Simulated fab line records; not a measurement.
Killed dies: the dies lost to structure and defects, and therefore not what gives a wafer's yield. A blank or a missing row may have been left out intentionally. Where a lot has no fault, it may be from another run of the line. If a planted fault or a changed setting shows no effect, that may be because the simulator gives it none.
Chamber matching -- flow gf180mcu -- 4 sister chambers for GF_V5_CMP_04 on cmp-02
The step polishes SiO2. 16 wafers are shown with their chamber, then 8 later ones without.

== WAFERS PAIRED WITH THEIR CHAMBERS ==
wafer,chamber,motor current A (A),platen rpm (rpm)
L722.3,3,13.2,59.97
L722.5,1,15.8,60.01
L722.6,2,12.1,60.06
L723.3,0,10.9,59.99
L723.4,2,11.3,60.06
L723.5,3,13.8,59.95
L724.1,3,14.5,59.99
L724.5,3,14.0,59.97
L724.6,2,12.3,60.05
L725.1,0,10.7,60.02
L725.5,1,14.5,59.96
L725.6,0,10.6,60.01
L730.4,0,10.3,60.00
L730.5,1,15.3,59.99
L730.6,0,10.4,60.05
L734.3,1,15.3,60.01

SIGNATURES (means of the wafers above)
reading,chamber 0,chamber 1,chamber 2,chamber 3,scatter within a chamber
motor current A,10.580,15.225,11.900,13.875,0.459
platen rpm,60.0140,59.9925,60.0567,59.9700,0.0197
Rule: for a wafer and a chamber, the distance is found by dividing, reading by reading, the gap between the wafer's reading and the chamber's mean by the reading's scatter, squaring, summing and taking the root. If the next closest chamber is less than 2 further off than the closest, the wafer can't be placed; otherwise it belongs to the closest. The scatter: the root of (the sum of the squares of (reading less its chamber's mean) over the shown wafers, divided by (wafers less chambers)).

== WAFERS WHOSE CHAMBER IS MISSING ==
wafer,motor current A (A),platen rpm (rpm)
L734.5,10.1,60.07
L734.6,13.0,59.96
L742.3,14.1,59.96
L742.4,10.7,60.09
L742.6,13.5,60.00
L745.2,15.5,60.03
L745.4,11.8,59.99
L745.6,11.4,60.00

== EACH ONE'S CHAMBER ==
wafer,from the rows above,in truth
L734.5,can't be placed: 0 or 2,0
L734.6,3,3
L742.3,3,3
L742.4,can't be placed: 2 or 0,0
L742.6,3,3
L745.2,1,1
L745.4,can't be placed: 0 or 2 or 3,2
L745.6,can't be placed: 0 or 2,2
4 of 8 placed correctly. Cannot be placed on the basis of these rows: 4; the candidates contain the true chamber in 4. Wrongly placed: 0.
